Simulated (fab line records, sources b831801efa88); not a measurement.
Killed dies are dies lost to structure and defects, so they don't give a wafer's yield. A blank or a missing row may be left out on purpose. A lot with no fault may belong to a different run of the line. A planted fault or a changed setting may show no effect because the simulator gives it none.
Which tool was responsible? / flow gf180mcu / 21 wafers from 7 lots sampled at 3 of the route's 602 steps

== WHAT EACH GAUGE READ, for each wafer ==
GF_M4_THK_MEAS_06: measures by xrf.
lot=L323; measured=day 22 14:28; on=film metro-01; M4_ALCU_THK (nm)=464 468 465
lot=L325; measured=day 23 17:52; on=film metro-02; M4_ALCU_THK (nm)=459 457 460
lot=L329; measured=day 24 17:28; on=film metro-01; M4_ALCU_THK (nm)=507 508 508
lot=L331; measured=day 25 13:32; on=film metro-01; M4_ALCU_THK (nm)=515 519 519
lot=L340; measured=day 28 19:20; on=film metro-04; M4_ALCU_THK (nm)=463 452 457
lot=L342; measured=day 29 02:23; on=film metro-01; M4_ALCU_THK (nm)=462 467 464
lot=L344; measured=day 29 11:25; on=film metro-04; M4_ALCU_THK (nm)=466 463 459

== TOOL THAT RAN EACH LOT (tool first, then ch and the chambers of the sampled wafers, then the start) ==
lot=L323; GF_M4_SPUTTER_00=pvd sputter-03, day 22 14:07; GF_M4_SPUTTER_04=pvd sputter-03, day 22 14:18
lot=L325; GF_M4_SPUTTER_00=pvd sputter-01, day 23 17:31; GF_M4_SPUTTER_04=pvd sputter-01, day 23 17:42
lot=L329; GF_M4_SPUTTER_00=pvd sputter-03, day 24 17:07; GF_M4_SPUTTER_04=pvd sputter-03, day 24 17:18
lot=L331; GF_M4_SPUTTER_00=pvd sputter-02, day 25 13:11; GF_M4_SPUTTER_04=pvd sputter-02, day 25 13:22
lot=L340; GF_M4_SPUTTER_00=pvd sputter-02, day 28 18:59; GF_M4_SPUTTER_04=pvd sputter-02, day 28 19:10
lot=L342; GF_M4_SPUTTER_00=pvd sputter-03, day 29 02:02; GF_M4_SPUTTER_04=pvd sputter-03, day 29 02:13
lot=L344; GF_M4_SPUTTER_00=pvd sputter-01, day 29 11:04; GF_M4_SPUTTER_04=pvd sputter-01, day 29 11:15
- GF_M4_SPUTTER_00: material Ti, target thk 37.5 nm, time 150 s.
- GF_M4_SPUTTER_04: material TiN, target thk 50 nm, time 41.7 s.

== THE ANSWER, worked out from the rows above alone ==
Rule: the lots themselves supply what counts as usual. The widest of any qualifying gaps counts: lots, ordered by their means at a reading, are off when they make up no more than a third of the lots, leave a main group of 4 or more, and stand apart from it by 3 or more times the standard deviation of that group's means. Not used: any main group whose means are identical at the precision the tables above print for the reading. A lot without any number at a reading at which 4 lots or more have one is off too. Where the step has rows for the other lots, those lots are counted as sound.
Off: at GF_M4_THK_MEAS_06 (M4_ALCU_THK), L329, L331. Main group: mean 462 nm, sd 3.2.
A tool fits if, at a process step before that reading, it ran every lot that is off, and no sound lot after the first of them. Those tools and the gauges at GF_M4_THK_MEAS_06 are tried in the same way. None of those tried fits.

== WHAT HAD BEEN PUT IN BY THE SIMULATOR ==
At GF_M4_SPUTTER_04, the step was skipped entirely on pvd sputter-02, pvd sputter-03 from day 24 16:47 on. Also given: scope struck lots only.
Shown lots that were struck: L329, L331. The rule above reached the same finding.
